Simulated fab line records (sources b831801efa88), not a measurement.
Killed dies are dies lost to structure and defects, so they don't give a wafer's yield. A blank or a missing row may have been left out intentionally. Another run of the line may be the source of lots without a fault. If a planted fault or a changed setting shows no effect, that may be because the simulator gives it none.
Which tool did it? ; flow gf180mcu ; Sampling: 13 lots, 39 wafers, 5 of 602 route steps

WHAT THE GAUGES SHOWED, per wafer
GF_VT_IMPLANT_OVL_MEAS_07.
lot;measured;on;VT_IMPLANT_OVL (nm)
L991;day 5 20:53;overlay-02;-1.2 -0.6 -0.7
L992;day 6 02:24;overlay-01;-2.7 -3.4 -2.3
L994;day 6 14:51;overlay-01;1.0 0.4 -0.8
L995;day 6 22:27;overlay-02;-1.8 -1.1 -1.6
L996;day 7 02:23;overlay-02;-0.3 -1.7 -2.1
L997;day 7 11:35;overlay-02;-0.2 1.3 1.1
L999;day 8 00:18;overlay-01;-0.3 -1.8 -0.5
L102;day 8 18:30;overlay-02;0.0 0.1 -1.9
L103;day 8 23:43;overlay-01;-1.1 1.6 1.1
L105;day 9 15:59;overlay-02;-0.8 -1.5 0.0
L108;day 10 08:29;overlay-01;0.7 0.3 0.0
L110;day 10 22:01;overlay-01;0.9 -0.4 -0.6
L113;day 11 14:42;overlay-01;0.7 -0.2 -0.7

GF_VT_IMPLANT_OVL_MEAS_40.
lot;measured;on;VT_IMPLANT_03_OVL (nm)
L991;day 7 19:24;overlay-01;0.4 0.6 0.8
L992;day 8 01:14;overlay-02;0.5 -0.4 -0.1
L994;day 8 15:56;overlay-01;-1.3 -1.0 0.6
L995;day 8 23:53;overlay-02;0.6 1.1 0.7
L996;day 9 03:14;overlay-01;2.0 0.4 1.0
L997;day 9 13:42;overlay-02;-2.0 -1.1 -0.7
L999;day 10 05:17;overlay-01;-0.5 -1.8 -0.4
L102;day 11 00:31;overlay-01;1.3 0.1 0.9
L103;day 11 06:56;overlay-02;0.3 -0.7 0.5
L105;day 11 22:56;overlay-01;0.3 -0.4 0.5
L108;day 12 17:47;overlay-02;1.2 -2.0 -1.2
L110;day 13 08:18;overlay-01;0.4 0.3 0.2
L113;day 14 02:57;overlay-02;-0.8 -0.3 2.5

GF_VT_IMPLANT_RS_MEAS_46: uses a four-point probe to measure.
lot;measured;on;MVSD_RS (ohm/sq)
L991;day 7 19:53;film_metro-03;455.3 456.7 456.7
L992;day 8 01:45;film_metro-03;456.6 455.4 455.4
L994;day 8 16:26;film_metro-04;459.1 458.2 457.2
L995;day 9 00:23;film_metro-01;455.8 456.6 455.3
L996;day 9 03:44;film_metro-04;458.1 458.2 457.7
L997;day 9 14:11;film_metro-03;456.4 456.8 456.7
L999;day 10 05:53;film_metro-03;455.1 455.3 455.9
L102;day 11 01:02;film_metro-04;481.3 482.3 481.1
L103;day 11 07:34;film_metro-04;457.4 456.2 457.5
L105;day 11 23:34;film_metro-04;482.3 483.1 482.0
L108;day 12 18:26;film_metro-03;455.8 457.7 456.7
L110;day 13 08:49;film_metro-04;458.0 457.3 457.3
L113;day 14 03:28;film_metro-04;458.8 457.8 459.0

WHICH TOOL RAN EACH LOT (tool, then ch and the chambers of the sampled wafers, then the start)
lot;GF_NWELL_STRIP_10;GF_MVSD_IMPLANT_08
L991;plasma_asher-02 ch 0,1, day 3 13:58;implanter-01 ch 0, day 4 17:01
L992;plasma_asher-03 ch 0,1, day 3 18:43;implanter-01 ch 0, day 4 21:30
L994;plasma_asher-03 ch 1, day 4 05:05;implanter-01 ch 0, day 5 09:17
L995;plasma_asher-02 ch 0,1, day 4 11:44;implanter-02 ch 0, day 5 16:26
L996;plasma_asher-04 ch 0, day 4 15:23;implanter-02 ch 0, day 5 19:41
L997;plasma_asher-02 ch 0,1, day 4 23:16;implanter-01 ch 0, day 6 05:01
L999;plasma_asher-02 ch 0, day 5 09:52;implanter-02 ch 0, day 6 15:38
L102;plasma_asher-03 ch 0,1, day 6 02:07;implanter-01 ch 0, day 7 08:50
L103;plasma_asher-04 ch 0,1, day 6 06:37;implanter-02 ch 0, day 7 13:52
L105;plasma_asher-04 ch 0,1, day 6 20:55;implanter-01 ch 0, day 8 05:07
L108;plasma_asher-02 ch 0,1, day 7 11:01;implanter-02 ch 0, day 8 20:37
L110;plasma_asher-02 ch 0,1, day 7 23:07;implanter-03 ch 0, day 9 09:23
L113;plasma_asher-03 ch 0,1, day 8 14:44;implanter-02 ch 0, day 10 01:31
- GF_NWELL_STRIP_10: strips in O2/N2.
- GF_MVSD_IMPLANT_08

AS READ BY THE TOOLS THEMSELVES (means over the sampled wafers that have a number; for cases with no such wafer, the mark the record gives instead)
GF_NWELL_STRIP_10.
lot;tool;chamber_pressure_mTorr (mTorr);drypump_motor_current_A (A);heater_power_w (W);oes_product_au (a.u.);strip_time_to_endpoint_s (s)
L991;plasma_asher-02;1500.9;6.10;335;0.720;37.01
L992;plasma_asher-03;1499.9;6.04;342;0.724;37.04
L994;plasma_asher-03;1499.8;6.16;321;0.719;37.14
L995;plasma_asher-02;1500.5;6.16;351;0.724;37.02
L996;plasma_asher-04;1499.9;5.35;326;0.725;36.85
L997;plasma_asher-02;1499.3;6.16;353;0.724;36.87
L999;plasma_asher-02;1501.0;6.21;371;0.724;36.89
L102;plasma_asher-03;1499.5;6.00;337;0.718;37.03
L103;plasma_asher-04;1499.7;5.64;287;0.725;36.91
L105;plasma_asher-04;1500.1;5.51;313;0.720;37.05
L108;plasma_asher-02;1499.2;6.10;333;0.724;37.03
L110;plasma_asher-02;1500.4;6.12;328;0.723;37.03
L113;plasma_asher-03;1500.5;6.08;331;0.718;36.84

GF_MVSD_IMPLANT_08.
lot;tool;beam_energy_keV
L991;implanter-01;400.02
L992;implanter-01;399.91
L994;implanter-01;400.04
L995;implanter-02;399.89
L996;implanter-02;400.05
L997;implanter-01;400.05
L999;implanter-02;399.90
L102;implanter-01;308.58
L103;implanter-02;400.18
L105;implanter-01;308.45
L108;implanter-02;400.13
L110;implanter-03;399.95
L113;implanter-02;400.05

THE ANSWER, worked out from the rows above alone
Rule: usual is defined by the lots themselves. Put in order of their means at a reading, lots are off if they are a third of the lots or fewer, leave a main group of 4 or more, and stand apart from it by a gap of 3 or more times the standard deviation of the main group's means; of several such gaps the widest counts. A main group whose means are all the same, to the digits that the tables above print for the reading, isn't used. Also off: a lot with no number at a reading for which 4 or more lots have one. Where the step has rows for the other lots, those lots are counted as sound. After the gauges, taken in route order, come the tools' own readings; for these a lot's mean is taken, as printed above. At the first step where some lot is off, the reading lying furthest off is the one used; lots without a number count as furthest.
Off: at GF_VT_IMPLANT_RS_MEAS_46 (MVSD_RS), L102, L105. Main group: mean 456.9 ohm/sq, sd 0.99.
A tool fits if, at a process step before that reading, it ran every lot that is off, and no sound lot after the first of them. Not tried: the gauges at GF_VT_IMPLANT_RS_MEAS_46; whatever is off there is also off at GF_MVSD_IMPLANT_08, on other tools, and gauge error can't account for it. One fits: implanter-01 at GF_MVSD_IMPLANT_08. A fault onset in the window from L997 (day 6 05:01, its last sound lot) to L102 (day 7 08:50, its first lot off) fits.
The tool's own readings at GF_MVSD_IMPLANT_08 bear it out: on the lots that are off they differ by more than 5 times the standard deviation of the sound lots' means. beam_energy_keV reads 308.51 there against 400.02 on the sound lots.

WHAT HAD BEEN PUT IN BY THE SIMULATOR
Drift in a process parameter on implanter-01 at GF_MVSD_IMPLANT_08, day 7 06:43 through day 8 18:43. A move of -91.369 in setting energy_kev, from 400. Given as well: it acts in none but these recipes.
Lots struck among those shown: L102, L105. Same finding as the rule above.
